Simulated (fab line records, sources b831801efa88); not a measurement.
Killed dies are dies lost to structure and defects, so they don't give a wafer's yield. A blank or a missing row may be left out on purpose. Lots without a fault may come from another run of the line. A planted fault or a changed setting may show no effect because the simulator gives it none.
Which tool did it? | flow gf180mcu | 6 lots, 18 wafers sampled, at 3 steps of a route of 602

WHAT THE GAUGES READ, wafer by wafer
GF_VT_IMPLANT_RS_MEAS_46: measures by four-point-probe.
lot  | measured     | on            | MVSD_RS (ohm/sq)
L714 | day 8 01:34  | film_metro-01 | 444.5 445.9 445.9
L717 | day 8 22:22  | film_metro-01 | 448.5 447.7 447.6
L724 | day 10 22:04 | film_metro-02 | 458.0 459.2 460.4
L726 | day 11 11:31 | film_metro-04 | 459.7 461.5 461.9
L732 | day 13 03:13 | film_metro-02 | 444.2 444.4 444.0
L734 | day 13 19:27 | film_metro-02 | 446.4 444.9 445.5

WHICH TOOL RAN EACH LOT (tool, then ch and the chambers of the sampled wafers, then the start)
lot  | GF_DNWELL_STRIP_08                  | GF_MVSD_IMPLANT_08
L714 | plasma_asher-04 ch 0,1, day 3 05:12 | implanter-02 ch 0, day 4 21:20
L717 | plasma_asher-03 ch 0,1, day 3 20:34 | implanter-01 ch 0, day 5 15:26
L724 | plasma_asher-03 ch 0,1, day 5 10:34 | implanter-03 ch 0, day 7 08:10
L726 | plasma_asher-01 ch 0,1, day 5 21:24 | implanter-03 ch 0, day 7 20:24
L732 | plasma_asher-04 ch 0,1, day 7 03:57 | implanter-01 ch 0, day 9 05:25
L734 | plasma_asher-04 ch 0,1, day 7 16:48 | implanter-02 ch 0, day 9 18:50
- GF_DNWELL_STRIP_08: strips in O2/N2.
- GF_MVSD_IMPLANT_08

THE ANSWER, worked out from the rows above alone
Rule: what is usual is taken from the lots themselves. Put in order of their means at a reading, lots are off if they are a third of the lots or fewer, leave a main group of 4 or more, and stand apart from it by a gap of 3 or more times the standard deviation of the main group's means; of several such gaps the widest counts. A main group whose means are all the same, to the digits that the tables above print for the reading, isn't used. A lot without any number at a reading at which 4 lots or more have one is off too. The other lots that the step has rows for count as sound.
Off: L724, L726, at GF_VT_IMPLANT_RS_MEAS_46 (MVSD_RS). The main group: mean 445.8 ohm/sq, standard deviation 1.3.
A tool fits if, at a process step before that reading, it ran every lot that is off, and no sound lot after the first of them. The gauges at GF_VT_IMPLANT_RS_MEAS_46 are tried like those tools. One fits: implanter-03 at GF_MVSD_IMPLANT_08. It ran no sound lot before its first lot that is off in this sample, so the start can't be narrowed down.

WHAT THE SIMULATOR HAD PUT IN
Process parameter drift: implanter-03, from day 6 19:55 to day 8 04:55, at GF_MVSD_IMPLANT_08. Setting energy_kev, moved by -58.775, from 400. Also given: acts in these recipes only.
Lots struck among those shown: L724, L726. The rule above found the same.
